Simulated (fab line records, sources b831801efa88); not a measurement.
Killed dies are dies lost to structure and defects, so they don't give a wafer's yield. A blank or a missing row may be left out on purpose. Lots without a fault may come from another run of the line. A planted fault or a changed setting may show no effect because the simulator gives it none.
A struck lot beside a sound one | flow sky130 | 17 steps out of a route of 708
Sound: wafers L262.2, L262.3, L262.4. Struck: wafers L280.3, L280.6. (L280.4 of the same lot was not struck and is left out.) The cause comes at the end.
At each step with rows: each side's tool, then ch and its chambers, then its first start. Under that, the readings that differ: sound wafers | struck wafers | difference of the means | sigmas: that difference in standard deviations of wafers without a fault.
alike: readings whose means differ by less than 2 such deviations, and words and numbers that are the same on both sides. not compared: withheld readings, readings that some wafer has no value for, bounds like >300 that may hide the same value, and numbers for which the record gives no deviation and whose values overlap.
The two part at a step that has a row with sigmas, a row that says differs or no value, or rows on one side only. Numbers that don't overlap but have no deviation are shown without sigmas and don't part them. A reading that every wafer of one side lacks parts them only if that side has two wafers or more.

first, 3 steps without rows for these wafers: SKY_LI_CONTACT_EXPOSE_09 (exposes mask LICM1, target cd 170 nm); SKY_LI_CONTACT_PEB_10; SKY_LI_CONTACT_DEVELOP_11 (develop time 60 s).
SKY_LI_CONTACT_CD_MEAS_12: target cd 170 nm.
  sound on cd_sem-01, day 30 05:08; struck on cd_sem-01, day 35 20:26
  alike: cd_nm
SKY_LI_CONTACT_OVL_MEAS_13:
  sound on overlay-01, day 30 05:15; struck on overlay-02, day 35 20:31
  alike: LI_CONTACT_OVL
SKY_LI_CONTACT_ETCH_14: etches BARC in N2/H2, stops on SiO2, time 45.9 s, target depth 60 nm.
  sound on rie_diel-04 ch 1,2,3, day 30 05:17; struck on rie_diel-03 ch 2,3, day 35 20:32
  alike: drypump_motor_current_A, oes_product_au, throttle_valve_pct
  not compared: rf_hours_counter_h
SKY_LI_CONTACT_ETCH_15: etches PSG in C4F8/O2/Ar, stops on Si, target depth 600 nm.
  sound on rie_diel-04 ch 1,2,3, day 30 05:19; struck on rie_diel-03 ch 2,3, day 35 20:35
  reading               | sound             | struck      | difference | sigmas
  oes_product_au (a.u.) | 0.844 0.852 0.843 | 0.837 0.834 | -0.011     | -2
SKY_LI_CONTACT_STRIP_16: strips in O2/N2.
  sound on plasma_asher-01 ch 0,1, day 30 05:25; struck on plasma_asher-03 ch 0, day 35 20:43
  alike: drypump_motor_current_A, oes_product_au, strip_time_to_endpoint_s
  not compared: rf_hours_counter_h
then, 3 steps without rows for these wafers: SKY_LI_CONTACT_CLEAN_17 (cleans in NMP, time 600 s); SKY_LI_CONTACT_PRE_CLEAN_18 (time 5.6 s); SKY_LI_CONTACT_SPUTTER_19 (material Ti, target thk 20 nm, time 106.37 s).
SKY_LI_CONTACT_SPUTTER_20: material TiN, target thk 20 nm, time 80 s.
  sound on pvd_sputter-04, day 30 05:47; struck on pvd_sputter-04, day 35 21:04
  alike: throttle_valve_pct
SKY_LI_CONTACT_CVD_21: deposits W, target thk 400 nm, time 120.56 s.
  sound on cvd_w-02 ch 0,1, day 30 05:51; struck on cvd_w-01 ch 0, day 35 21:10
  reading                                  | sound             | struck      | difference | sigmas
  chamber_pressure_Torr (Torr)             | 40.00 40.21 40.01 | 45.75 45.71 | +5.66      | +61
  model.W_of_LI_CONTACT_CVD_21.thk_nm (nm) | 404.2 395.5 395.5 | 430.3 434.2 | +33.9      |
  alike: heater_power_w
SKY_LI_CONTACT_RS_MEAS_22: measures by four-point-probe.
  sound on film_metro-04, day 30 06:00; struck on film_metro-04, day 35 21:17
  reading                  | sound             | struck      | difference | sigmas
  LI_CONTACT_W_RS (ohm/sq) | 0.282 0.287 0.288 | 0.265 0.262 | -0.022     | -4
SKY_LI_CONTACT_THK_MEAS_23: measures by xrf.
  sound on film_metro-04, day 30 06:07; struck on film_metro-04, day 35 21:23
  reading               | sound       | struck  | difference | sigmas
  LI_CONTACT_W_THK (nm) | 400 395 395 | 425 428 | +30        | +4
SKY_LI_CONTACT_CMP_24: polishes, stops on PSG, t overpolish 20 s, target thk 0 nm.
  sound on cmp-02 ch 0,2,3, day 30 06:10; struck on cmp-01 ch 0,2, day 35 21:25
  alike: motor_current_A, slurry_filter_dp_kPa, slurry_flow_ml_min
then, 1 step without rows for these wafers: SKY_PAD_OPEN_PROBE_99.

WHERE THEY PART
First at SKY_LI_CONTACT_ETCH_15; last, within this record, at SKY_LI_CONTACT_THK_MEAS_23. Later steps at which nothing parts them and some readings are alike: SKY_LI_CONTACT_CMP_24.

WHY: what the simulator had put in
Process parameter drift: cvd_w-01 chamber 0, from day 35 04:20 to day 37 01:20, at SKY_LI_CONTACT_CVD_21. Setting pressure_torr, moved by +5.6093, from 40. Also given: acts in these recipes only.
